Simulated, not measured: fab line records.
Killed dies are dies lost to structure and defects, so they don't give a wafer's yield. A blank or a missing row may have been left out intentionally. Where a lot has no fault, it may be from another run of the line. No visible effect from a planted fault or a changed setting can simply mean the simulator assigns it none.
Comparing a struck lot with a sound one + flow sky130 + 19 steps out of a route of 708
Sound: these wafers, L145.2, L145.3, L145.6. Struck: wafer L157.4. (L157.1, L157.2 of the same lot were not struck and are left out.) The cause comes at the end.
Order at every step that has rows: each side's tool, ch and its chambers, its first start. Under that, the readings that differ: sound wafers + struck wafers + difference of the means + sigmas: that difference in standard deviations of wafers without a fault.
alike: readings with means less than 2 such deviations apart, plus words and numbers identical on both sides. not compared: withheld readings, readings lacking a value on some wafer, bounds such as >300 that could conceal the same value, and numbers that have no deviation in the record and whose values overlap.
The two part at a step that has a row with sigmas, a row that says differs or no value, or rows on one side only. Numbers that have no deviation but don't overlap get no sigmas and don't part them. A reading missing from all wafers of one side parts the sides only when that side holds two or more wafers.

SKY_FIELD_ISO_BOW_MEAS_00:
  struck on film metro-04, day 4 03:00; sound on film metro-01, day 1 15:01
  alike: INCOMING_BOW
then, 1 step without rows for these wafers: SKY_FIELD_ISO_OXIDATION_01 (stabilise 600 s, purge 300 s, target thk 12 nm).
SKY_FIELD_ISO_THK_MEAS_02:
  struck on film metro-02, day 4 04:38; sound on film metro-01, day 1 17:23
  alike: FIELD_ISO_OXIDATION_00_THK
then, 1 step without rows for these wafers: SKY_FIELD_ISO_CVD_03 (deposits Si3N4 from DCS/NH3, target thk 165 nm, time 2830 s).
SKY_FIELD_ISO_THK_MEAS_04:
  struck on film metro-01, day 4 06:29; sound on film metro-04, day 1 21:34
  alike: FIELD_ISO_CVD_03_THK
then, 3 steps without rows for these wafers: SKY_FIELD_ISO_DEHYDRATE_05 (time 60 s); SKY_FIELD_ISO_HMDS_06 (prime time 60 s); SKY_FIELD_ISO_COAT_07 (resist thk 60 nm).
SKY_FIELD_ISO_COAT_08: resist thk 450 nm.
  sound on litho track-03 ch 0, day 2 04:00; struck on litho track-02 ch 0, day 4 15:00
| reading                                          | sound             | struck | difference | sigmas |
|--------------------------------------------------|-------------------|--------|------------|--------|
| model.KrF-thick_of_FIELD_ISO_COAT_08.thk nm (nm) | 449.4 451.3 450.9 | 404.8  | -45.7      |        |
  alike: resist line temp C, spin speed rpm
then, 4 steps without rows for these wafers: SKY_FIELD_ISO_SOFTBAKE_09 (time 90 s); SKY_FIELD_ISO_EXPOSE_10 (exposes mask FOM, target cd 150 nm); SKY_FIELD_ISO_PEB_11; SKY_FIELD_ISO_DEVELOP_12 (develop time 60 s).
SKY_FIELD_ISO_CD_MEAS_13: the cd target is 150 nm.
  struck on cd sem-01, day 4 23:38; sound on cd sem-02, day 2 12:00
  alike: cd nm
SKY_FIELD_ISO_ETCH_14: etches BARC in N2/H2, stops on SiO2, time 45.9 s, target depth 60 nm.
  sound on rie diel-03 ch 0,2,3, day 2 12:06; struck on rie diel-02 ch 3, day 4 23:45
  alike: drypump motor current A, oes product au, throttle valve pct
  not compared: rf hours counter h
SKY_FIELD_ISO_ETCH_15: etches the open film in CHF3/O2, stops on Si, target depth 180 nm, time 72 s.
  sound on rie diel-03 ch 0,2,3, day 2 12:08; struck on rie diel-02 ch 3, day 4 23:47
| reading                                          | sound             | struck | difference | sigmas |
|--------------------------------------------------|-------------------|--------|------------|--------|
| model.KrF-thick_of_FIELD_ISO_COAT_08.thk nm (nm) | 242.7 236.8 240.5 | 190.7  | -49.3      |        |
  alike: drypump motor current A, oes product au, throttle valve pct
  not compared: rf hours counter h
SKY_FIELD_ISO_STRIP_16: strips in O2/N2.
  sound on plasma asher-01 ch 1, day 2 12:12; struck on plasma asher-02 ch 1, day 4 23:51
| reading                      | sound             | struck | difference | sigmas |
|------------------------------|-------------------|--------|------------|--------|
| oes product au (a.u.)        | 0.386 0.381 0.381 | 0.358  | -0.025     | -5     |
| strip time to endpoint s (s) | 3.62 3.56 3.59    | 3.05   | -0.54      | -10    |
  alike: drypump motor current A
  not compared: rf hours counter h
SKY_FIELD_ISO_ETCH_17: etches Si in HBr/Cl2/O2, target depth 342 nm, time 97.7 s.
  sound on rie si-01 ch 1,2,3, day 2 12:18; struck on rie si-01 ch 1, day 4 23:57
  alike: drypump motor current A, oes product au, throttle valve pct
  not compared: rf hours counter h
-- the record jumps here: 44 days lie between the struck wafers' starts before and after (it left off in module FIELD_ISO and takes up again in module PAD_OPEN, whose first step shown is number 708 of the route) --
SKY_PAD_OPEN_PROBE_99:
  struck on prober-01, day 48 17:26; sound on prober-02, day 47 20:23
  alike: killed_at_M0_to_M3, killed_at_M4_up, killed at contacts, killed at front end, killed at other, killed dies, killed open, killed short

WHERE THEY PART
SKY_FIELD_ISO_STRIP_16 only, going by this record. Later steps at which nothing parts them and some readings are alike: SKY_FIELD_ISO_ETCH_17, SKY_PAD_OPEN_PROBE_99.

WHY: whatever the simulator had introduced
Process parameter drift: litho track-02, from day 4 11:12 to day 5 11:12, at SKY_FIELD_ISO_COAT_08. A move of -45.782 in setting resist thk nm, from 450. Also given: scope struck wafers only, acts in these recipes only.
